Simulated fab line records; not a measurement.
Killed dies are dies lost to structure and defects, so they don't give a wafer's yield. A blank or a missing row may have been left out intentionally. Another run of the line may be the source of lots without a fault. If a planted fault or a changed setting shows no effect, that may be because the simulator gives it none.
Tool commonality check -- flow sky130 -- 33 wafers sampled across 11 lots

## WHY THIS WAS OPENED
Of 11 lots, 1 have the reading DNWELL_TW flagged at SKY_DNWELL_TW_MEAS_09. No-fault wafers: 1116, standard deviation 12.
Rule: a lot gets a flag if all its wafers with a number sit over 4 standard deviations from that mean, or if no wafer of it has a number. As for the other lots, they are considered sound.

lot,measured,on,"DNWELL_TW, wafer by wafer",flag
L625,day 3 13:23,filmMetro-04,1130 1131 1132,
L628,day 3 20:00,filmMetro-02,1137 1128 1131,
L630,day 4 06:54,filmMetro-01,1091 1091 1089,
L631,day 4 14:52,filmMetro-04,30 30 30,FLAGGED
L638,day 6 08:32,filmMetro-02,1111 1118 1113,
L640,day 6 12:38,filmMetro-04,1116 1124 1122,
L639,day 6 12:39,filmMetro-01,1117 1111 1109,
L643,day 7 08:05,filmMetro-01,1104 1105 1105,
L644,day 7 13:46,filmMetro-04,1098 1102 1102,
L645,day 7 17:55,filmMetro-02,1124 1121 1124,
L647,day 8 01:07,filmMetro-04,1110 1105 1108,
On average the flagged lots' numbers are 30, which is -1086 against the usual, or -90 standard deviations.

## TOOL THAT RAN EACH LOT
The record holds 1 process step before the reading, out of a route of 708 steps. Every cell lists first the tool, next ch and the chambers used by the sampled wafers, and last the start.
lot,flag,SKY_DNWELL_EXPOSE_04
L625,,"ilineStepper-01 ch 0, day 3 05:43"
L628,,"ilineStepper-01 ch 0, day 3 11:50"
L630,,"ilineStepper-01 ch 0, day 3 23:20"
L631,FLAGGED,"ilineStepper-01 ch 0, day 4 05:40"
L638,,"ilineStepper-02 ch 0, day 5 23:31"
L640,,"ilineStepper-02 ch 0, day 6 03:49"
L639,,"ilineStepper-01 ch 0, day 6 04:04"
L643,,"ilineStepper-02 ch 0, day 6 21:47"
L644,,"ilineStepper-01 ch 0, day 7 03:40"
L645,,"ilineStepper-01 ch 0, day 7 07:25"
L647,,"ilineStepper-01 ch 0, day 7 14:52"
What the steps here do:
- SKY_DNWELL_EXPOSE_04: exposes mask DNM, target cd 3000 nm.
- SKY_DNWELL_TW_MEAS_09

## FLAGGED OVER TOTAL, TOOL BY TOOL (the gauges that took the reading come last)
step,tool,lots run,flagged,share of the flagged lots,sound lots run after its first flagged lot
SKY_DNWELL_EXPOSE_04,ilineStepper-01,8,1,all,"4 (L639,L644,L645,L647)"
SKY_DNWELL_EXPOSE_04,ilineStepper-02,3,0,none,-
SKY_DNWELL_TW_MEAS_09,filmMetro-01,3,0,none,-
SKY_DNWELL_TW_MEAS_09,filmMetro-02,3,0,none,-
SKY_DNWELL_TW_MEAS_09,filmMetro-04,5,1,all,"3 (L640,L644,L647)"

## THE TABLE: WHAT IT ALLOWS
2 rows of the table ran every flagged lot: ilineStepper-01 at SKY_DNWELL_EXPOSE_04, filmMetro-04 at SKY_DNWELL_TW_MEAS_09.
- ilineStepper-01 at SKY_DNWELL_EXPOSE_04 ran 8 lots, 1 of them flagged. Sound lots followed the first flagged one (L639, L644, L645, L647) on it, something a lasting fault affecting the whole tool could not allow.
- filmMetro-04 at SKY_DNWELL_TW_MEAS_09 ran 5 lots, 1 of them flagged. Sound lots followed the first flagged one (L640, L644, L647) on it, something a lasting fault affecting the whole tool could not allow.
There is no row in the table that ran each flagged lot and no sound lot after the first.

## WHAT THE SIMULATOR HAD INSERTED
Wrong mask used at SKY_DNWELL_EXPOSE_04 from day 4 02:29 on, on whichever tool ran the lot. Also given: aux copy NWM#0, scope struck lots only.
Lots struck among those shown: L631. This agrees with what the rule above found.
